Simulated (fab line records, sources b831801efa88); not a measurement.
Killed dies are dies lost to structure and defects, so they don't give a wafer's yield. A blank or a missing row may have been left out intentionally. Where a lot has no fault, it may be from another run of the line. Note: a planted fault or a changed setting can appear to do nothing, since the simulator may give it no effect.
Matching of chambers || flow gf180mcu || GF_V3_CMP_26 on cmp-01: 4 sister chambers
The step polishes, stops on SiO2, t overpolish 15 s, target thk 0 nm. 4 wafers are shown with their chamber, then 7 later ones without.

## EACH WAFER AND ITS CHAMBER
{"wafer": "L638.5", "chamber": 1, "motor_current_A (A)": 11.2}
{"wafer": "L639.2", "chamber": 3, "motor_current_A (A)": 10.5}
{"wafer": "L640.1", "chamber": 2, "motor_current_A (A)": 10.7}
{"wafer": "L640.2", "chamber": 0, "motor_current_A (A)": 11.7}

## WAFERS WITHOUT THEIR CHAMBER
{"wafer": "L640.6", "motor_current_A (A)": 11.3}
{"wafer": "L644.1", "motor_current_A (A)": 10.2}
{"wafer": "L644.2", "motor_current_A (A)": 12.1}
{"wafer": "L644.4", "motor_current_A (A)": 10.6}
{"wafer": "L645.1", "motor_current_A (A)": 12.2}
{"wafer": "L645.2", "motor_current_A (A)": 11.6}
{"wafer": "L645.4", "motor_current_A (A)": 10.5}

## WHICH CHAMBER EACH WENT THROUGH
{"wafer": "L640.6", "from the rows above": "can't be placed: 1 or 0 or 2", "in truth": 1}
{"wafer": "L644.1", "from the rows above": "can't be placed: 3 or 2", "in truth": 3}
{"wafer": "L644.2", "from the rows above": "can't be placed: 0 or 1", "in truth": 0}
{"wafer": "L644.4", "from the rows above": "can't be placed: 2 or 3 or 1", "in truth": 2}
{"wafer": "L645.1", "from the rows above": "can't be placed: 0 or 1", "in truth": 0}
{"wafer": "L645.2", "from the rows above": "can't be placed: 0 or 1", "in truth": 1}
{"wafer": "L645.4", "from the rows above": "can't be placed: 3 or 2", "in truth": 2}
0 of 7 placed correctly. Unplaceable from these rows: 7, with the true chamber sitting among the candidates in 7. 0 placed wrongly.
How it was worked out, from the rows above alone: a wafer's distance from a chamber is the root of the sum, over the readings, of the square of ((its reading less the chamber's mean) divided by the reading's scatter). If the next closest chamber is less than 2 further off than the closest, the wafer can't be placed; otherwise it belongs to the closest. Each chamber's mean is taken over the wafers shown for it. The scatter: root of mean squared gap, hidden wafer to nearest shown wafer, with one shown wafer a chamber.
